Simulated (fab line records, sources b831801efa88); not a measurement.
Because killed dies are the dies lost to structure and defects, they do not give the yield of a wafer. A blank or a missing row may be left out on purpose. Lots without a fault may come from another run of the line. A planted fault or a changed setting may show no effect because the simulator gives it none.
A lot that was struck, set against a sound lot -- flow sky130 -- 15 steps out of a route of 708
Sound: the wafers L236.2, L236.3, L236.5. The struck wafers were L246.1, L246.3, L246.4. Last of all comes the cause.
At each step with rows: each side's tool, then ch and its chambers, then its first start. Under that, the readings that differ: sound wafers -- struck wafers -- difference of the means -- sigmas: that difference in standard deviations of wafers without a fault.
alike: same words and numbers on both sides, and readings whose means sit less than 2 such deviations apart. not compared: any withheld reading, any reading some wafer has no value for, any bound like >300 that may hide the same value, and any number with overlapping values for which the record gives no deviation.
The two part at a step that has a row with sigmas, a row that says differs or no value, or rows on one side only. Non-overlapping numbers with no deviation appear without sigmas and do not part them. A reading that every wafer of one side lacks parts them only if that side has two wafers or more.

first, 8 steps without rows for these wafers: SKY_METAL4_DEHYDRATE_05 (time 60 s); SKY_METAL4_HMDS_06 (prime time 60 s); SKY_METAL4_COAT_07 (resist thk 60 nm); SKY_METAL4_COAT_08 (resist thk 1140 nm); SKY_METAL4_SOFTBAKE_09 (time 90 s); SKY_METAL4_EXPOSE_10 (exposes mask MM4, target cd 300 nm); SKY_METAL4_PEB_11; SKY_METAL4_DEVELOP_12 (develop time 60 s).
SKY_METAL4_CD_MEAS_13: target cd 300 nm.
  sound on cd_sem-02, day 43 10:34; struck on cd_sem-01, day 45 17:26
reading,sound,struck,difference,sigmas
cd_nm (nm),303.0 301.6 303.4,298.9 299.6 298.8,-3.6,-3
SKY_METAL4_OVL_MEAS_14:
  sound on overlay-01, day 43 10:40; struck on overlay-02, day 45 17:33
  alike: METAL4_OVL
SKY_METAL4_DESCUM_15: chemistry O2, time 8 s.
  sound on rie_metal-02 ch 0,1, day 43 10:42; struck on rie_metal-04 ch 0,1, day 45 17:35
  alike: drypump_motor_current_A, oes_product_au
  not compared: rf_hours_counter_h
SKY_METAL4_ETCH_16: etches BARC in N2/H2, stops on SiO2, time 88.2 s, target depth 60 nm.
  sound on rie_metal-02 ch 0,1, day 43 10:44; struck on rie_metal-04 ch 0,1, day 45 17:37
  alike: bias_w, chamber_pressure_mTorr, drypump_motor_current_A, oes_product_au, throttle_valve_pct
  not compared: rf_hours_counter_h
SKY_METAL4_ETCH_17: etches SiO2 in C4F8/O2/Ar, stops on TiN, time 3.9 s, target depth 15 nm.
  sound on rie_diel-04 ch 0,1,2, day 43 10:50; struck on rie_diel-04 ch 0,1,2, day 45 17:43
  no value came back on the struck wafers for bias_w (W), chamber_pressure_mTorr (mTorr), oes_product_au (a.u.), time_s (s); on the sound wafers bias_w (W) reads 1199 1198 1202
  not compared: rf_hours_counter_h
SKY_METAL4_METAL_ETCH_18: etches the open film in Cl2/BCl3, stops on SiO2, target depth 845 nm, time 183.1 s.
  sound on rie_metal-04 ch 0,1, day 43 10:51; struck on rie_metal-02 ch 0,1, day 45 17:44
  alike: bcl3_flow_sccm, bias_w, drypump_motor_current_A, oes_product_au, throttle_valve_pct
  not compared: rf_hours_counter_h
-- the record jumps here: 4 days lie between the struck wafers' starts before and after (it left off in module METAL4 and takes up again in module PAD_OPEN, whose first step shown is number 708 of the route) --
SKY_PAD_OPEN_PROBE_99:
  sound on prober-02, day 47 06:37; struck on prober-02, day 49 06:44
reading,sound,struck,difference,sigmas
defect_limited_yield (%),79.3 78.3 81.7,0 0 0,-80,-36
killed_at_M4_up,1 4 5,425 417 414,+415,+99 or more
killed_dies,102 107 90,492 492 492,+392,+36
killed_on_rim,16 26 13,96 96 96,+78,+18
killed_open,59 65 49,38 43 38,-18,-2
sort_bin_5_function (%),13.4 13.0 11.2,94.1 94.1 93.3,+81.3,+51
sort_n_pass,390 385 402,0 0 0,-392,-36
sort_yield_pct (%),79.3 78.3 81.7,0 0 0,-80,-36
  alike: killed_at_M0_to_M3, killed_at_contacts, killed_at_front_end, killed_at_other, killed_short, sort_bin_3_pad_short, sort_bin_6_memory

WHERE THEY PART
First at SKY_METAL4_CD_MEAS_13; last, within this record, at SKY_PAD_OPEN_PROBE_99.

WHY: what had been put in by the simulator
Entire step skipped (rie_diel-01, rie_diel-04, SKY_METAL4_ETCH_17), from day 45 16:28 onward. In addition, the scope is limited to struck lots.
